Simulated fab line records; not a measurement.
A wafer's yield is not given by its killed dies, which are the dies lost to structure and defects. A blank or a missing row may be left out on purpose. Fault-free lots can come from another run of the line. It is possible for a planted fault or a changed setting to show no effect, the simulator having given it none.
Split-lot study -- flow sky130 -- 23 wafers read across 5 lots, on a route 708 steps long

THE SPLIT ITSELF
At SKY_METAL5_SPUTTER_00 (material Ti, target thk 15 nm, time 10 s), the setting powerW was moved away from the recipe's 3000 W on 11 of the 23 wafers read, by +6.8% to +11.4%. All remaining wafers had this setting at the recipe value.

Reading taken at the split's own step.

THE READING
Ti_of_METAL5_SPUTTER_00.thkNm (the simulator's own value, which no gauge read), in nm, at SKY_METAL5_SPUTTER_00 (material Ti, target thk 15 nm, time 10 s). The file does not state a usual value for it. Average 14.91 nm, standard deviation 0.16 nm, over the 12 wafers here run with the recipe.

wafer,"tool, chamber at the split","powerW as run, W",against the recipe,"Ti_of_METAL5_SPUTTER_00.thkNm, nm",against lot-mates on the recipe
L078.2,"pvdSputter-04, -",3000,recipe,14.84,-
L078.3,"pvdSputter-04, -",3000,recipe,14.8,-
L078.6,"pvdSputter-04, -",3000,recipe,15.23,-
L079.1,"pvdSputter-03, -",3224,+7.5%,16.02,+1.13
L079.2,"pvdSputter-03, -",3000,recipe,14.94,-
L079.4,"pvdSputter-03, -",3000,recipe,14.84,-
L079.5,"pvdSputter-03, -",3224,+7.5%,15.91,+1.02
L079.6,"pvdSputter-03, -",3224,+7.5%,16.11,+1.22
L080.1,"pvdSputter-04, -",3000,recipe,15.18,-
L080.2,"pvdSputter-04, -",3205,+6.8%,16.14,+1.04
L080.4,"pvdSputter-04, -",3205,+6.8%,16.37,+1.27
L080.5,"pvdSputter-04, -",3000,recipe,15.03,-
L080.6,"pvdSputter-04, -",3205,+6.8%,16.32,+1.21
L081.1,"pvdSputter-03, -",3342,+11.4%,16.7,+1.82
L081.2,"pvdSputter-03, -",3000,recipe,14.84,-
L081.3,"pvdSputter-03, -",3000,recipe,14.92,-
L081.4,"pvdSputter-03, -",3342,+11.4%,16.61,+1.73
L081.5,"pvdSputter-03, -",3342,+11.4%,16.67,+1.79
L085.1,"pvdSputter-03, -",3000,recipe,14.83,-
L085.2,"pvdSputter-03, -",3319,+10.6%,16.3,+1.54
L085.3,"pvdSputter-03, -",3000,recipe,14.76,-
L085.4,"pvdSputter-03, -",3000,recipe,14.68,-
L085.5,"pvdSputter-03, -",3319,+10.6%,16.4,+1.64

THE FIT
A straight line over all 23 wafers: Ti_of_METAL5_SPUTTER_00.thkNm changes by +0.153 nm for each +1% of powerW; r = +0.97; the points scatter about the line by 0.19 nm.
The same after taking each lot's own level away (the mean of its wafers on the recipe; 23 wafers): +0.155 nm for each +1%; r = +0.99; scatter 0.11 nm.
According to that fit, moving powerW by its largest amount changes the reading by 1.8 nm.
Across the lots, their own levels run from 14.757 to 15.105 nm, a range of 2.2 times the standard deviation given above.
The two slopes are in agreement: the lot-to-lot level therefore moves the slope only a little.
Check: for one of the wafers moved furthest among these (+11.4%), held out of the fit, the line's prediction against its lot-mates is +1.77 nm. Against them it came out at +1.82 nm.

THESE WAFERS: OTHER SPLITS
These wafers also went through other splits before the reading. Each is held against what the fit with the lots' levels taken away leaves over:
other split on the same wafers,wafers away from the commonest value,r with Ti_of_METAL5_SPUTTER_00.thkNm (lot level and that fit taken away)
SKY_VIA4_COAT_06 spinRpm,5,+0.03
SKY_VIA4_CVD_18 pressureTorr,18,+0.29

THE FILE'S OWN FIT
Ti_of_METAL5_SPUTTER_00.thkNm changes by +0.155 nm for each +1% of powerW, r = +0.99.
